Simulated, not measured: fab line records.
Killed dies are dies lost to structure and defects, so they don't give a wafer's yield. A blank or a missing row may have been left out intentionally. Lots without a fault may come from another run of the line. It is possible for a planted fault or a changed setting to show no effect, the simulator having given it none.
Chamber matching || flow sky130 || 3 sister chambers for SKY_VIA4_HDPCVD_00 on hdpcvd-01
The step deposits SiO2, target thk 1750 nm, time 291.7 s. 6 wafers are shown with their chamber, then 7 later ones without.

EACH WAFER AND ITS CHAMBER
{"wafer": "L998.3", "chamber": 0, "pressure_mtorr (mTorr)": 6.009}
{"wafer": "L109.1", "chamber": 2, "pressure_mtorr (mTorr)": 6.014}
{"wafer": "L109.2", "chamber": 0, "pressure_mtorr (mTorr)": 6.006}
{"wafer": "L109.3", "chamber": 1, "pressure_mtorr (mTorr)": 5.991}
{"wafer": "L111.1", "chamber": 2, "pressure_mtorr (mTorr)": 5.991}
{"wafer": "L111.2", "chamber": 1, "pressure_mtorr (mTorr)": 6.000}

WAFERS MISSING THEIR CHAMBER
{"wafer": "L111.4", "pressure_mtorr (mTorr)": 5.998}
{"wafer": "L110.2", "pressure_mtorr (mTorr)": 6.022}
{"wafer": "L110.4", "pressure_mtorr (mTorr)": 6.018}
{"wafer": "L110.6", "pressure_mtorr (mTorr)": 6.035}
{"wafer": "L112.1", "pressure_mtorr (mTorr)": 5.996}
{"wafer": "L112.4", "pressure_mtorr (mTorr)": 5.999}
{"wafer": "L112.5", "pressure_mtorr (mTorr)": 6.000}

EACH ONE'S CHAMBER
{"wafer": "L111.4", "from the rows above": "can't be placed: 1 or 2 or 0", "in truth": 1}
{"wafer": "L110.2", "from the rows above": "can't be placed: 0 or 2 or 1", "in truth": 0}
{"wafer": "L110.4", "from the rows above": "can't be placed: 0 or 2 or 1", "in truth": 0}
{"wafer": "L110.6", "from the rows above": "can't be placed: 0 or 2 or 1", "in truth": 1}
{"wafer": "L112.1", "from the rows above": "can't be placed: 1 or 2 or 0", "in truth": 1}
{"wafer": "L112.4", "from the rows above": "can't be placed: 1 or 2 or 0", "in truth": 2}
{"wafer": "L112.5", "from the rows above": "can't be placed: 2 or 1 or 0", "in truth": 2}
0 of 7 placed correctly. These rows do not allow placing 7 (true chamber among the candidates in 7). Placed wrongly: 0.
How it was worked out, from the rows above alone: a wafer's distance from a chamber is the root of the sum, over the readings, of the square of ((its reading less the chamber's mean) divided by the reading's scatter). The wafer belongs to the nearest chamber; if the next one is less than 2 further off, it can't be placed. The mean given for a chamber averages the wafers shown for that chamber. The scatter: the root of (the sum of the squares of (reading less its chamber's mean) over the shown wafers, divided by (wafers less chambers)).
